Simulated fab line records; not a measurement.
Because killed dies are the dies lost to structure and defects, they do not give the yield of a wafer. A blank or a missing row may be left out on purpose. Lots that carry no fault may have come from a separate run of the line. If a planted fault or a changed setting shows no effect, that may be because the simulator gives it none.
fab line records	flow sky130
record lots=5	wafers=15	last-day=48
route steps=708 shown SONOS_TUNNEL@160 SONOS_ONO@168 GATE_OXIDE@187 PAD_OPEN@708
lots with no fault: from the same line, run without faults
start-h: hours from the record's opening day to when the first of the lot's shown wafers began	wait-h: hours since the lot's step before	" the same as in the row above	L1.1+2: several wafers, shown together as one row	- value missing, or start not given	* or withheld: withheld	< > ~ a bound
route shown NAME@n: names a module that has steps shown in the file, with the first one's number in the route	usual: average and standard deviation across the fault-free wafers	same: alike in all rows	chamber/n: place in a boat	sites: readings site by site	_std_site: their standard deviation	_edge_site: the outer-site mean with the inner-site mean subtracted	radius-mm: how far each site lies from the wafer's centre	mask NAME#n: copy n	behind: the tool/chamber that last shaped the wafer	hold: reason for holding the lot/hours on hold/outcome of the hold	device: the n, p or np transistor that did not switch	end of line: tests of these same wafers at the route's end	a step given without rows: its recipe and nothing more	killed: not the wafer's yield, but the dies lost to structure and defects at the first sort	map: dies across one wafer; x = killed, . = not, _ = none there
set.NAME: setting as actually run; set.NAME@STEP: the setting as run at that earlier step	model.NAME: the simulator's own value behind a step, which no gauge read
lots at some steps of the route; a table a step, a row a wafer
services: when a tool's chamber went out of use (start-h, in hours from the record's first day, below 0 if earlier), for how many hours, and the reason
## steps
# step SKY_SONOS_TUNNEL_DEVELOP_06
# recipe resist=NOVOLAK	developer=TMAH	develop-time-s=60	dev-temp-c=23
# step SKY_SONOS_TUNNEL_CD_MEAS_07
# recipe target-cd-nm=410
# usual cd-nm=410.2/1.7
lot.wafer	tool	chamber	start-h	wait-h	cd-nm
L484.2	cd-sem-01	-	271.19	0.1	406.8
L484.5	"	-	"	"	405.9
L484.6	"	-	"	"	408.4
L487.1	cd-sem-01	-	287.92	0.1	409.5
L487.3	"	-	"	"	410.7
L487.6	"	-	"	"	407.3
L488.4	cd-sem-02	-	294.78	0.1	407.6
L488.5	"	-	"	"	410.4
L488.6	"	-	"	"	409.9
L493.1	cd-sem-01	-	324.42	0.1	410.9
L493.3	"	-	"	"	411.6
L493.6	"	-	"	"	409.6
L497.1	cd-sem-01	-	355.67	0.1	406.6
L497.4	"	-	"	"	407.1
L497.6	"	-	"	"	407.8
# step SKY_SONOS_TUNNEL_OVL_MEAS_08
# usual SONOS_TUNNEL_OVL=0.3/1.5
lot.wafer	tool	chamber	start-h	wait-h	SONOS_TUNNEL_OVL[nm]
L484.2	overlay-02	-	271.30	0.1	1.9
L484.5	"	-	"	"	0.9
L484.6	"	-	"	"	1.5
L487.1	overlay-01	-	288.04	0.1	0.5
L487.3	"	-	"	"	0.7
L487.6	"	-	"	"	2.0
L488.4	overlay-01	-	301.99	7.2	-0.7
L488.5	"	-	"	"	-1.0
L488.6	"	-	"	"	-0.2
L493.1	overlay-01	-	324.54	0.1	2.5
L493.3	"	-	"	"	3.4
L493.6	"	-	"	"	1.7
L497.1	overlay-01	-	355.79	0.1	1.3
L497.4	"	-	"	"	2.6
L497.6	"	-	"	"	0.7
# step SKY_SONOS_TUNNEL_IMPLANT_09
# recipe species=B	energy-kev=20	dose-cm2=1e+12	tilt-deg=withheld
# step SKY_SONOS_TUNNEL_WET_ETCH_10
# recipe chemistry=dHF	target-depth-nm=14	target=SiO2	dilution=100:1	temp-c=25	time-s=280
# step SKY_SONOS_TUNNEL_STRIP_11
# recipe chemistry=SPM	time-s=600	temp-c=130
# step SKY_SONOS_TUNNEL_TW_MEAS_12
# usual SONOS_TUNNEL_TW=198.4/1.7
lot.wafer	tool	chamber	start-h	wait-h	SONOS_TUNNEL_TW
L484.2	film-metro-03	-	271.75	0.0	199.7
L484.5	"	-	"	"	199.3
L484.6	"	-	"	"	199.4
L487.1	film-metro-03	-	288.48	0.0	199.6
L487.3	"	-	"	"	198.7
L487.6	"	-	"	"	199.2
L488.4	film-metro-01	-	302.45	0.0	199.0
L488.5	"	-	"	"	198.6
L488.6	"	-	"	"	200.0
L493.1	film-metro-01	-	324.98	0.0	199.4
L493.3	"	-	"	"	198.8
L493.6	"	-	"	"	198.2
L497.1	film-metro-02	-	356.25	0.0	196.5
L497.4	"	-	"	"	197.1
L497.6	"	-	"	"	196.0
# step SKY_SONOS_TUNNEL_CLEAN_13
# recipe chemistry=dHF	time-s=20	dilution=100:1	dry=ipa-marangoni
# step SKY_SONOS_ONO_OXIDATION_00
# recipe temp-c=800	ambient=O2	idle-temp-c=700	ramp-up-c-per-min=10	ramp-down-c-per-min=3	stabilise-s=600	purge-s=300	target-thk-a=26	ox-time-s=1249
# step SKY_SONOS_ONO_THK_MEAS_01
# recipe reads=SiO2_of_SONOS_ONO_OXIDATION_00
# usual SONOS_ONO_OXIDATION_THK=2.61/0.063
lot.wafer	tool	chamber	start-h	wait-h	SONOS_ONO_OXIDATION_THK[nm]
L484.2	film-metro-04	-	274.00	0.0	2.53
L484.5	"	-	"	"	2.58
L484.6	"	-	"	"	2.51
L487.1	film-metro-02	-	290.06	0.0	2.63
L487.3	"	-	"	"	2.53
L487.6	"	-	"	"	2.57
L488.4	film-metro-01	-	304.42	0.0	2.56
L488.5	"	-	"	"	2.56
L488.6	"	-	"	"	2.63
L493.1	film-metro-01	-	326.40	0.0	2.66
L493.3	"	-	"	"	2.68
L493.6	"	-	"	"	2.61
L497.1	film-metro-04	-	359.74	0.0	2.71
L497.4	"	-	"	"	2.68
L497.6	"	-	"	"	2.70
# step SKY_SONOS_ONO_CVD_02
# recipe material=Si3N4	precursor=DCS/NH3	target-thk-nm=10.5	temp-c=770	time-s=180	pressure-mtorr=250
# step SKY_SONOS_ONO_THK_MEAS_03
# recipe reads=Si3N4_of_SONOS_ONO_CVD_02
# usual SONOS_ONO_CVD_02_THK=10.57/0.13
lot.wafer	tool	chamber	start-h	wait-h	SONOS_ONO_CVD_02_THK[nm]
L484.2	film-metro-04	-	275.55	0.0	10.74
L484.5	"	-	"	"	10.53
L484.6	"	-	"	"	10.66
L487.1	film-metro-02	-	322.80	0.0	10.54
L487.3	"	-	"	"	10.59
L487.6	"	-	"	"	10.73
L488.4	film-metro-04	-	322.83	0.0	10.59
L488.5	"	-	"	"	10.74
L488.6	"	-	"	"	10.59
L493.1	film-metro-01	-	328.20	0.0	10.68
L493.3	"	-	"	"	10.86
L493.6	"	-	"	"	10.77
L497.1	film-metro-02	-	361.86	0.0	10.59
L497.4	"	-	"	"	10.58
L497.6	"	-	"	"	10.51
# step SKY_SONOS_ONO_CVD_04
# recipe material=SiO2	precursor=SiH4/N2O	target-thk-nm=5.7199	temp-c=905.2	pressure-mtorr=400
lot.wafer	tool	chamber	start-h	wait-h	model.SiO2_of_SONOS_ONO_CVD_04.thk-nm
L484.2	lpcvd-03	1	275.60	0.0	6.347
L484.5	"	1	"	"	6.313
L484.6	"	1	"	"	6.263
L487.1	lpcvd-03	0	322.86	0.1	6.172
L487.3	"	0	"	"	6.26
L487.6	"	0	"	"	6.133
L488.4	lpcvd-03	1	322.86	0.0	6.027
L488.5	"	1	"	"	5.975
L488.6	"	1	"	"	6.053
L493.1	lpcvd-03	1	328.26	0.1	6.131
L493.3	"	1	"	"	6.138
L493.6	"	1	"	"	6.185
L497.1	lpcvd-03	1	361.92	0.1	5.977
L497.4	"	1	"	"	6.038
L497.6	"	1	"	"	6.019
# step SKY_SONOS_ONO_THK_MEAS_05
# recipe reads=SiO2_of_SONOS_ONO_CVD_04
# usual SONOS_ONO_CVD_04_THK=6.19/0.12
lot.wafer	tool	chamber	start-h	wait-h	SONOS_ONO_CVD_04_THK[nm]
L484.2	film-metro-01	-	276.90	0.0	6.34
L484.5	"	-	"	"	6.37
L484.6	"	-	"	"	6.27
L487.1	film-metro-01	-	324.74	0.0	6.18
L487.3	"	-	"	"	6.22
L487.6	"	-	"	"	6.10
L488.4	film-metro-04	-	324.80	0.1	6.04
L488.5	"	-	"	"	5.95
L488.6	"	-	"	"	6.08
L493.1	film-metro-02	-	329.51	0.0	6.20
L493.3	"	-	"	"	6.17
L493.6	"	-	"	"	6.18
L497.1	film-metro-01	-	363.17	0.0	6.01
L497.4	"	-	"	"	6.01
L497.6	"	-	"	"	6.09
# step SKY_SONOS_ONO_DEHYDRATE_06
# recipe temp-c=200	time-s=60
# step SKY_SONOS_ONO_HMDS_07
# recipe prime-time-s=60	prime-temp-c=120
# step SKY_SONOS_ONO_COAT_08
# recipe resist=NOVOLAK	spin-rpm=3000	resist-thk-nm=1140
# step SKY_SONOS_ONO_SOFTBAKE_09
# recipe temp-c=90	time-s=60	resist=NOVOLAK
# step SKY_SONOS_ONO_EXPOSE_10
# recipe mask-id=ONOM	target-cd-nm=410	na=0.6	source-shape=conventional	sigma-outer=0.6	dose-mj=150
# step SKY_SONOS_ONO_PEB_11
# recipe temp-c=withheld	time-s=*	resist=NOVOLAK
# step SKY_SONOS_ONO_DEVELOP_12
# recipe develop-time-s=60	dev-temp-c=23
# step SKY_SONOS_ONO_CD_MEAS_13
# recipe target-cd-nm=410
# usual cd-nm=410.3/2.5
lot.wafer	tool	chamber	start-h	wait-h	cd-nm
L484.2	cd-sem-01	-	301.87	0.1	409.9
L484.5	"	-	"	"	410.4
L484.6	"	-	"	"	410.9
L487.1	cd-sem-02	-	350.41	0.1	408.3
L487.3	"	-	"	"	406.7
L487.6	"	-	"	"	406.4
L488.4	cd-sem-02	-	351.90	0.1	411.7
L488.5	"	-	"	"	411.5
L488.6	"	-	"	"	411.4
L493.1	cd-sem-01	-	357.47	0.1	412.8
L493.3	"	-	"	"	412.6
L493.6	"	-	"	"	412.3
L497.1	cd-sem-02	-	391.16	0.1	414.1
L497.4	"	-	"	"	412.5
L497.6	"	-	"	"	415.6
# step SKY_SONOS_ONO_OVL_MEAS_14
# usual SONOS_ONO_OVL=1.0/1.5
lot.wafer	tool	chamber	start-h	wait-h	SONOS_ONO_OVL[nm]
L484.2	overlay-01	-	302.98	1.1	0.8
L484.5	"	-	"	"	0.3
L484.6	"	-	"	"	0.3
L487.1	overlay-01	-	350.53	0.1	3.0
L487.3	"	-	"	"	2.3
L487.6	"	-	"	"	3.2
L488.4	overlay-01	-	351.97	0.1	0.1
L488.5	"	-	"	"	0.2
L488.6	"	-	"	"	1.1
L493.1	overlay-01	-	357.59	0.1	1.1
L493.3	"	-	"	"	-1.2
L493.6	"	-	"	"	0.5
L497.1	overlay-01	-	391.28	0.1	-0.5
L497.4	"	-	"	"	-0.6
L497.6	"	-	"	"	-1.3
# step SKY_SONOS_ONO_ETCH_15
# recipe target-depth-nm=19.52	chemistry=CHF3/O2	source-w=600	bias-w=200	pressure-mtorr=40	chf3-flow-sccm=50	O2_flow_sccm=5	time-s=7.8
# usual drypump-motor-current-A=5.8/0.34	oes-product-au=1.000/0.015	throttle-valve-pct=8.825/0.0091
lot.wafer	tool	chamber	start-h	wait-h	drypump-motor-current-A	oes-product-au	rf-hours-counter-h	throttle-valve-pct
L484.2	rie-diel-02	2	303.01	0.0	6.4	0.988	0	8.831
L484.5	"	1	"	"	5.4	1.002	-	8.826
L484.6	"	2	"	"	6.4	0.981	-	8.811
L487.1	rie-diel-02	0	350.57	0.0	5.7	0.994	0	8.812
L487.3	"	2	"	"	6.4	0.985	-	8.815
L487.6	"	0	"	"	5.7	0.981	-	8.825
L488.4	rie-diel-02	1	352.00	0.0	5.4	0.990	-	8.814
L488.5	"	0	"	"	5.7	0.995	-	8.827
L488.6	"	2	"	"	6.4	0.988	-	8.827
L493.1	rie-diel-02	1	357.63	0.0	5.4	1.006	0	8.827
L493.3	"	2	"	"	6.4	0.998	1	8.811
L493.6	"	1	"	"	5.4	1.006	-	8.830
L497.1	rie-diel-03	2	391.32	0.0	5.5	1.020	90	8.835
L497.4	"	1	"	"	6.3	1.010	77	8.826
L497.6	"	2	"	"	5.5	1.021	-	8.843
# step SKY_SONOS_ONO_WET_ETCH_16
# recipe chemistry=dHF	target-depth-nm=14	dry=n2-spin	target=SiO2	dilution=100:1	temp-c=25	time-s=280
# step SKY_SONOS_ONO_STRIP_17
# recipe chemistry=O2/N2	power-w=1400	pressure-mtorr=1500	platen-temp-c=withheld	o2-flow-sccm=3000	n2-flow-sccm=300	overash-fraction=0.5
# usual drypump-motor-current-A=5.84/0.29	oes-product-au=0.710/0.0044	strip-time-to-endpoint-s=14.10/0.038
lot.wafer	tool	chamber	start-h	wait-h	drypump-motor-current-A	oes-product-au	rf-hours-counter-h	strip-time-to-endpoint-s
L484.2	plasma-asher-02	0	303.17	0.0	5.59	0.706	64	14.10
L484.5	"	0	"	"	5.63	0.707	-	14.13
L484.6	"	1	"	"	5.77	0.715	-	14.12
L487.1	plasma-asher-03	1	350.70	0.0	5.42	0.712	50	14.14
L487.3	"	0	"	"	5.67	0.710	-	14.14
L487.6	"	0	"	"	5.68	0.714	-	14.13
L488.4	plasma-asher-03	1	352.13	0.0	5.42	0.713	-	14.06
L488.5	"	1	"	"	5.42	0.709	-	14.14
L488.6	"	0	"	"	5.66	0.710	-	14.13
L493.1	plasma-asher-03	0	357.73	0.0	5.68	0.708	52	14.12
L493.3	"	0	"	"	5.69	0.706	-	14.12
L493.6	"	0	"	"	5.65	0.713	-	14.16
L497.1	plasma-asher-02	0	391.43	0.0	5.63	0.706	73	14.12
L497.4	"	0	"	"	5.60	0.713	-	14.10
L497.6	"	0	"	"	5.61	0.704	-	14.12
# step SKY_SONOS_ONO_WET_ETCH_18
# recipe chemistry=H3PO4	target-depth-nm=15	target=Si3N4	temp-c=160	time-s=172
# step SKY_GATE_OXIDE_CLEAN_00
# recipe chemistry=SC1/SC2	mix=1:4:20	temp-c=70	time-s=150	dry=n2-spin
# step SKY_GATE_OXIDE_OXIDATION_01
# recipe temp-c=900	ambient=O2	stabilise-s=600	purge-s=300	target-thk-a=102.68	ox-time-s=1473
# step SKY_GATE_OXIDE_THK_MEAS_02
# recipe reads=SiO2_of_GATE_OXIDE_OXIDATION_01
# usual GATE_OXIDE_OXIDATION_00_THK=10.31/0.22
lot.wafer	tool	chamber	start-h	wait-h	GATE_OXIDE_OXIDATION_00_THK[nm]
L484.2	film-metro-03	-	307.34	0.0	10.57
L484.5	"	-	"	"	10.52
L484.6	"	-	"	"	10.63
L487.1	film-metro-04	-	353.04	0.0	10.10
L487.3	"	-	"	"	10.14
L487.6	"	-	"	"	10.17
L488.4	film-metro-04	-	354.48	0.0	10.31
L488.5	"	-	"	"	10.34
L488.6	"	-	"	"	10.20
L493.1	film-metro-03	-	361.77	0.0	10.23
L493.3	"	-	"	"	10.09
L493.6	"	-	"	"	10.49
L497.1	film-metro-01	-	398.88	0.0	10.10
L497.4	"	-	"	"	10.20
L497.6	"	-	"	"	10.24
# step SKY_GATE_OXIDE_DEHYDRATE_03
# recipe temp-c=200	time-s=60
# step SKY_GATE_OXIDE_HMDS_04
# recipe prime-time-s=60	prime-temp-c=120
# step SKY_GATE_OXIDE_COAT_05
# recipe resist=NOVOLAK	spin-rpm=3000	resist-thk-nm=1140
# step SKY_GATE_OXIDE_SOFTBAKE_06
# recipe temp-c=90	time-s=60	resist=NOVOLAK
# step SKY_GATE_OXIDE_EXPOSE_07
# recipe mask-id=LVOM	na=0.6	source-shape=conventional	sigma-outer=0.6	polarization=unpolarized	target-cd-nm=600	dose-mj=170
# step SKY_GATE_OXIDE_PEB_08
# recipe temp-c=withheld	time-s=*	resist=NOVOLAK
# step SKY_GATE_OXIDE_DEVELOP_09
# recipe resist=NOVOLAK	developer=TMAH	develop-time-s=60	dev-temp-c=23
# step SKY_GATE_OXIDE_OVL_MEAS_10
# usual GATE_OXIDE_OVL=0.6/1.1
lot.wafer	tool	chamber	start-h	wait-h	GATE_OXIDE_OVL[nm]
L484.2	overlay-01	-	328.82	0.1	1.0
L484.5	"	-	"	"	0.7
L484.6	"	-	"	"	0.5
L487.1	overlay-01	-	379.56	0.1	1.3
L487.3	"	-	"	"	2.3
L487.6	"	-	"	"	0.8
L488.4	overlay-01	-	381.63	0.1	2.3
L488.5	"	-	"	"	1.8
L488.6	"	-	"	"	1.5
L493.1	overlay-02	-	390.21	0.1	2.2
L493.3	"	-	"	"	1.5
L493.6	"	-	"	"	2.5
L497.1	overlay-02	-	427.70	0.1	-0.5
L497.4	"	-	"	"	0.9
L497.6	"	-	"	"	-0.3
# step SKY_GATE_OXIDE_IMPLANT_11
# recipe species=B	energy-kev=10	dose-cm2=2.642e+12	tilt-deg=withheld
# step SKY_GATE_OXIDE_WET_ETCH_12
# recipe chemistry=dHF	target-depth-nm=16.8	dry=n2-spin	target=SiO2	dilution=100:1	temp-c=25	time-s=336
# step SKY_GATE_OXIDE_STRIP_13
# recipe chemistry=O2/N2	power-w=1400	pressure-mtorr=1500	platen-temp-c=withheld	o2-flow-sccm=3000	n2-flow-sccm=300	overash-fraction=0.5
# usual drypump-motor-current-A=5.91/0.27	oes-product-au=0.716/0.0046	strip-time-to-endpoint-s=14.19/0.04
lot.wafer	tool	chamber	start-h	wait-h	drypump-motor-current-A	oes-product-au	rf-hours-counter-h	strip-time-to-endpoint-s
L484.2	plasma-asher-01	1	329.10	0.0	6.26	0.715	22	14.22
L484.5	"	0	"	"	5.97	0.710	-	14.20
L484.6	"	1	"	"	6.27	0.718	-	14.26
L487.1	plasma-asher-01	0	379.85	0.0	5.98	0.710	26	14.15
L487.3	"	1	"	"	6.30	0.714	-	14.14
L487.6	"	0	"	"	5.99	0.713	-	14.17
L488.4	plasma-asher-01	0	381.94	0.0	5.98	0.714	-	14.18
L488.5	"	1	"	"	6.29	0.713	-	14.23
L488.6	"	0	"	"	5.98	0.711	-	14.23
L493.1	plasma-asher-04	0	390.59	0.0	5.56	0.711	70	14.21
L493.3	"	0	"	"	5.59	0.714	-	14.18
L493.6	"	1	"	"	6.20	0.728	-	14.22
L497.1	plasma-asher-01	1	427.99	0.0	6.31	0.714	31	14.19
L497.4	"	1	"	"	6.31	0.721	-	14.14
L497.6	"	1	"	"	6.29	0.714	-	14.14
# step SKY_GATE_OXIDE_TW_MEAS_14
# usual GATE_OXIDE_TW=226.3/1.4
lot.wafer	tool	chamber	start-h	wait-h	GATE_OXIDE_TW
L484.2	film-metro-03	-	329.21	0.1	227.3
L484.5	"	-	"	"	227.9
L484.6	"	-	"	"	227.5
L487.1	film-metro-04	-	379.95	0.1	223.1
L487.3	"	-	"	"	225.5
L487.6	"	-	"	"	224.0
L488.4	film-metro-03	-	382.03	0.1	226.2
L488.5	"	-	"	"	226.7
L488.6	"	-	"	"	227.3
L493.1	film-metro-03	-	390.69	0.1	227.4
L493.3	"	-	"	"	227.3
L493.6	"	-	"	"	228.1
L497.1	film-metro-03	-	428.09	0.1	227.1
L497.4	"	-	"	"	227.9
L497.6	"	-	"	"	227.2
# step SKY_GATE_OXIDE_CLEAN_15
# recipe chemistry=SC1/SC2	mix=1:4:20	temp-c=70	time-s=150	dry=n2-spin
# usual temp-c=70.01/0.13
lot.wafer	tool	chamber	start-h	wait-h	temp-c	model.SiO2_of_SONOS_ONO_CVD_04.thk-nm
L484.2	wet-bench-01	0	329.26	0.0	70.02	4.835
L484.5	"	0	"	"	70.23	4.791
L484.6	"	0	"	"	69.89	4.743
L487.1	wet-bench-01	3	380.01	0.1	70.10	4.643
L487.3	"	3	"	"	70.01	4.723
L487.6	"	3	"	"	70.02	4.601
L488.4	wet-bench-02	0	382.06	0.0	70.03	4.519
L488.5	"	0	"	"	69.90	4.464
L488.6	"	0	"	"	70.08	4.545
L493.1	wet-bench-02	0	390.75	0.1	70.07	4.605
L493.3	"	0	"	"	70.02	4.62
L493.6	"	0	"	"	70.07	4.667
L497.1	wet-bench-02	2	428.15	0.1	69.76	4.471
L497.4	"	2	"	"	69.68	4.526
L497.6	"	2	"	"	69.85	4.505
# step SKY_PAD_OPEN_PROBE_99
# usual killed_at_M0_to_M3=43/7.5	killed_at_M4_up=3.0/1.6	killed-at-contacts=23/5.8	killed-at-front-end=14/4.8	killed-at-other=0.3/0.52	killed-dies=84/9.1	killed-open=47/7.2	killed-short=37/5.8
# same gross-dies=492	killed-at-back-side=0
lot.wafer	tool	chamber	start-h	wait-h	killed_at_M0_to_M3	killed_at_M4_up	killed-at-contacts	killed-at-front-end	killed-at-other	killed-dies	killed-open	killed-short	model.etest.cap-ono.gate-log10-a-cm2	model.etest.cap-ono.tox-acc-nm	model.etest.sonos-programmed.vt-v	model.etest.sonos-erased.vt-v	model.etest.sonos-baked.vt-v
L484.2	prober-01	-	1096.06	0.1	59	2	24	17	0	102	48	54	-8.757	13.54	1.088	-1.981	0.6645
L484.5	prober-01	-	1096.21	0.2	49	3	18	9	0	79	43	36	-8.656	13.43	1.101	-2.044	0.7197
L484.6	prober-01	-	1096.26	0.2	54	1	19	19	1	94	56	38	-8.726	13.43	1.156	-2.018	0.7508
L487.1	prober-02	-	1134.47	0.1	41	3	26	14	2	86	53	33	-8.584	13.34	1.168	-2.046	0.8106
L487.3	prober-02	-	1134.57	0.2	33	1	28	14	0	76	44	32	-8.613	13.45	1.157	-2.029	0.7525
L487.6	prober-02	-	1134.72	0.2	34	1	36	20	0	91	59	32	-8.534	13.34	1.181	-2.038	0.7493
L488.4	prober-01	-	1136.12	0.2	45	0	19	21	0	85	46	39	-8.335	13.2	1.29	-2.195	0.8385
L488.5	prober-01	-	1136.17	0.2	39	3	31	17	1	91	52	39	-8.376	13.23	1.271	-2.145	0.8179
L488.6	prober-01	-	1136.22	0.2	51	4	21	19	0	95	55	40	-8.467	13.27	1.265	-2.081	0.7984
L493.1	prober-01	-	1140.09	0.1	35	3	33	15	0	86	53	33	-8.614	13.4	1.192	-2.071	0.7636
L493.3	prober-01	-	1140.19	0.2	42	4	28	14	0	88	38	50	-8.769	13.55	1.129	-1.974	0.7378
L493.6	prober-01	-	1140.34	0.2	35	2	23	14	0	74	33	41	-8.704	13.52	1.098	-1.946	0.7606
L497.1	prober-02	-	1160.26	0.1	42	4	22	19	0	87	46	41	-8.508	13.33	1.254	-2.086	0.8384
L497.4	prober-02	-	1160.41	0.2	27	2	24	15	0	68	37	31	-8.426	13.35	1.26	-2.081	0.7906
L497.6	prober-02	-	1160.51	0.2	43	5	20	10	0	78	49	29	-8.408	13.28	1.312	-2.055	0.8224
# killed by level:class
L484.2 VIA1:geometric-particle:open=14 METAL1:geometric-particle:short=13 CONTACT:geometric-particle:open=10 VIA1:geometric-particle:short=9 FIELD_ISO:geometric-particle:open=5 METAL2:geometric-particle:short=5 METAL3:geometric-particle:short=5 FIELD_ISO:geometric-particle:short=4
L484.5 METAL1:geometric-particle:short=9 VIA1:geometric-particle:open=9 LI_CONTACT:geometric-particle:open=8 VIA2:geometric-particle:open=8 VIA3:geometric-particle:open=8 CONTACT:geometric-particle:open=5 VIA1:geometric-particle:short=5 FIELD_ISO:geometric-particle:short=4
L484.6 VIA3:geometric-particle:open=9 VIA1:geometric-particle:open=8 METAL2:geometric-particle:short=8 FIELD_ISO:geometric-particle:open=7 LI_CONTACT:geometric-particle:open=7 CONTACT:geometric-particle:open=6 VIA2:geometric-particle:open=6 FIELD_ISO:geometric-particle:short=5
L487.1 CONTACT:geometric-particle:open=14 METAL1:geometric-particle:short=10 VIA1:geometric-particle:open=8 VIA2:geometric-particle:open=6 VIA3:geometric-particle:open=5 CONTACT:geometric-particle:short=4 FIELD_ISO:geometric-particle:open=3 POLY_GATE:geometric-particle:short=3
L487.3 LI_CONTACT:geometric-particle:open=12 VIA1:geometric-particle:open=6 LOCAL_INTERCONNECT:geometric-particle:short=5 METAL1:geometric-particle:short=5 VIA3:geometric-particle:open=5 FIELD_ISO:geometric-particle:open=4 VIA2:geometric-particle:open=4 CONTACT:geometric-particle:open=4
L487.6 CONTACT:geometric-particle:open=13 LI_CONTACT:geometric-particle:open=11 VIA1:geometric-particle:open=8 CONTACT:geometric-particle:short=7 VIA2:geometric-particle:open=6 VIA3:geometric-particle:open=5 FIELD_ISO:geometric-particle:short=4 FIELD_ISO:geometric-particle:open=4
L488.4 METAL1:geometric-particle:short=9 CONTACT:geometric-particle:open=8 VIA1:geometric-particle:open=8 VIA2:geometric-particle:open=6 POLY_GATE:geometric-particle:open=6 VIA3:geometric-particle:open=6 FIELD_ISO:geometric-particle:short=5 POLY_GATE:geometric-particle:short=5
L488.5 CONTACT:geometric-particle:open=10 VIA1:geometric-particle:open=10 LOCAL_INTERCONNECT:geometric-particle:short=7 VIA3:geometric-particle:open=7 POLY_GATE:geometric-particle:open=6 FIELD_ISO:geometric-particle:short=5 LI_CONTACT:geometric-particle:short=5 LI_CONTACT:geometric-particle:open=4
L488.6 VIA3:geometric-particle:open=13 CONTACT:geometric-particle:open=12 METAL2:geometric-particle:short=8 FIELD_ISO:geometric-particle:open=7 METAL1:geometric-particle:short=6 VIA1:geometric-particle:short=6 VIA2:geometric-particle:open=6 LI_CONTACT:geometric-particle:open=5
L493.1 LI_CONTACT:geometric-particle:open=15 VIA2:geometric-particle:open=8 METAL2:geometric-particle:short=7 LI_CONTACT:geometric-particle:short=6 VIA3:geometric-particle:open=6 CONTACT:geometric-particle:open=5 VIA1:geometric-particle:open=5 CONTACT:geometric-particle:short=4
L493.3 LI_CONTACT:geometric-particle:open=12 VIA1:geometric-particle:open=9 POLY_GATE:geometric-particle:short=6 VIA3:geometric-particle:short=6 LOCAL_INTERCONNECT:geometric-particle:short=6 METAL2:geometric-particle:short=6 CONTACT:geometric-particle:open=5 METAL1:geometric-particle:short=5
L493.6 FIELD_ISO:geometric-particle:short=8 VIA1:geometric-particle:short=8 LI_CONTACT:geometric-particle:open=7 VIA1:geometric-particle:open=7 VIA3:geometric-particle:open=6 CONTACT:geometric-particle:short=5 CONTACT:geometric-particle:open=5 POLY_GATE:geometric-particle:short=3
L497.1 VIA3:geometric-particle:open=9 FIELD_ISO:geometric-particle:open=7 LI_CONTACT:geometric-particle:open=7 VIA1:geometric-particle:open=7 FIELD_ISO:geometric-particle:short=6 LOCAL_INTERCONNECT:geometric-particle:short=6 VIA1:geometric-particle:short=6 VIA2:geometric-particle:open=6
L497.4 CONTACT:geometric-particle:open=10 LI_CONTACT:geometric-particle:open=6 VIA2:geometric-particle:open=5 CONTACT:geometric-particle:short=5 VIA1:geometric-particle:open=5 POLY_GATE:geometric-particle:short=4 FIELD_ISO:geometric-particle:open=3 FIELD_ISO:geometric-particle:short=3
L497.6 CONTACT:geometric-particle:open=12 VIA1:geometric-particle:open=10 METAL1:geometric-particle:short=9 VIA2:geometric-particle:open=7 FIELD_ISO:geometric-particle:open=5 METAL4:geometric-particle:short=5 VIA1:geometric-particle:short=4 LI_CONTACT:geometric-particle:open=3
## services
tool	chamber	start-h	hours	kind
wet-bench-02	-	253.06	1.6	repair
lpcvd-03	-	255.29	1.3	repair
rie-diel-03	3	258.09	5.6	repair
rie-diel-02	2	272.46	4.7	repair
rie-diel-02	-	276.53	2.8	pm
rie-diel-02	2	279.28	-	clean
rie-diel-02	2	279.28	15.3	scheduled-down
rie-diel-02	2	279.28	15.3	vent-cycle
plasma-asher-02	-	307.86	1.8	repair
rie-diel-02	0	309.21	-	clean
rie-diel-02	0	309.21	26.3	scheduled-down
rie-diel-02	0	309.21	26.3	vent-cycle
rie-diel-03	-	328.74	0.7	repair
rie-diel-02	-	329.11	1.0	repair
rie-diel-02	1	335.51	-	clean
rie-diel-02	1	335.51	15.4	scheduled-down
rie-diel-02	1	335.51	15.4	vent-cycle
rie-diel-02	3	346.87	5.6	repair
rie-diel-03	0	352.04	1.4	repair
plasma-asher-01	-	360.87	1.6	repair
rie-diel-03	3	369.07	8.3	repair
plasma-asher-04	-	384.05	2.2	repair
plasma-asher-04	-	401.92	2.2	repair
plasma-asher-04	-	421.25	9.0	pm
## key
first-sign none at tools or gauges
model-effect step=SKY_SONOS_ONO_CVD_04	value=SiO2_of_SONOS_ONO_CVD_04.thk-nm	without=6.349	struck=6.011
model-effect step=SKY_GATE_OXIDE_CLEAN_15	value=SiO2_of_SONOS_ONO_CVD_04.thk-nm	without=4.838	struck=4.501
model-effect step=SKY_PAD_OPEN_PROBE_99	value=etest.cap-ono.gate-log10-a-cm2	without=-8.883	struck=-8.448
met-at SKY_SONOS_ONO_CVD_04
struck-wafers L497.1,L497.4,L497.6
tester-left-out L497
onset-between 328.26 361.92
also-fits time
fault kind=process-parameter-drift	tool=lpcvd-03	chamber=-	onset-h=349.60	steps=SKY_SONOS_ONO_CVD_04	channel=target-thk-nm	offset=-0.31057	shape=step	end-h=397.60	stated=5.7199
# tester-left-out: of these lots the tester's yield and bins aren't shown, on N5 and GAA mostly nor the transistor test; their killed dies are dies lost to structure and defects alone, not to doping, threshold or leakage, so they don't give the yield
